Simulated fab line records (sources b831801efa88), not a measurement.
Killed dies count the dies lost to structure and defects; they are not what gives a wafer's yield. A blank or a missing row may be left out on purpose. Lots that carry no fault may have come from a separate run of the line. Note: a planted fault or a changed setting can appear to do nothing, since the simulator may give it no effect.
Which tool did it?    flow gf180mcu    43 wafers from 15 lots sampled at 2 of the route's 602 steps

## WHAT EACH GAUGE READ, for each wafer
GF_HV_LDD_CD_MEAS_07: the cd target is 400 nm.
lot   measured      on        cdNm (nm)
L214  day 10 01:49  cdSem-02  398.3 399.0 397.7
L215  day 10 11:35  cdSem-01  398.9 400.2 397.4
L216  day 10 11:44  cdSem-02  400.6 402.3 401.7
L217  day 10 22:23  cdSem-02  397.4 400.8 400.4
L218  day 11 06:26  cdSem-02  397.4 400.7 399.8
L219  day 11 11:01  cdSem-01  398.7 401.1 398.7
L221  day 11 23:25  cdSem-01  400.7 399.0 400.6
L222  day 12 11:11  cdSem-01  395.2 397.8 395.2
L224  day 13 01:08  cdSem-02  397.9 398.7 401.0
L230  day 14 18:46  cdSem-01  401.6 406.7 402.2
L231  day 15 04:29  cdSem-02  407.4 402.6
L232  day 15 12:39  cdSem-01  401.0 408.7
L235  day 16 16:17  cdSem-02  398.9 399.2 401.1
L236  day 17 02:41  cdSem-02  397.0 400.1 399.0
L237  day 17 11:53  cdSem-02  401.7 402.1 404.3

## EACH LOT AND THE TOOL THAT RAN IT (in order: tool; ch and the chambers of the sampled wafers; start)
lot   GF_HV_LDD_DEVELOP_06
L214  lithoTrack-04 ch 0, day 10 01:40
L215  lithoTrack-03 ch 0, day 10 11:26
L216  lithoTrack-04 ch 0, day 10 11:35
L217  lithoTrack-04 ch 0, day 10 22:14
L218  lithoTrack-03 ch 0, day 11 06:17
L219  lithoTrack-04 ch 0, day 11 10:52
L221  lithoTrack-01 ch 0, day 11 23:16
L222  lithoTrack-03 ch 0, day 12 11:02
L224  lithoTrack-03 ch 0, day 13 00:59
L230  lithoTrack-04 ch 0, day 14 18:37
L231  lithoTrack-04 ch 0, day 15 04:20
L232  lithoTrack-04 ch 0, day 15 12:31
L235  lithoTrack-03 ch 0, day 16 16:08
L236  lithoTrack-03 ch 0, day 17 02:32
L237  lithoTrack-03 ch 0, day 17 11:44
- GF_HV_LDD_DEVELOP_06: develop time 60 s.

## AS READ BY THE TOOLS THEMSELVES (means over the sampled wafers that have a number; for cases with no such wafer, the mark the record gives instead)
The record holds no such reading with a usual standard deviation.

## THE ANSWER, worked out from the rows above alone
Rule: usual is defined by the lots themselves. The widest of any qualifying gaps counts: lots, ordered by their means at a reading, are off when they make up no more than a third of the lots, leave a main group of 4 or more, and stand apart from it by 3 or more times the standard deviation of that group's means. The tables above print the reading to a certain number of digits; a main group whose means all agree to those digits is not used. A lot without any number at a reading at which 4 lots or more have one is off too. The other lots that the step has rows for count as sound. After the gauges, taken in route order, come the tools' own readings; for these a lot's mean is taken, as printed above. At the first step where some lot is off, the reading lying furthest off is the one used; lots without a number count as furthest.
No lot is off on any of the readings shown, so nothing can be concluded from this.

## WHAT THE SIMULATOR HAD INSERTED
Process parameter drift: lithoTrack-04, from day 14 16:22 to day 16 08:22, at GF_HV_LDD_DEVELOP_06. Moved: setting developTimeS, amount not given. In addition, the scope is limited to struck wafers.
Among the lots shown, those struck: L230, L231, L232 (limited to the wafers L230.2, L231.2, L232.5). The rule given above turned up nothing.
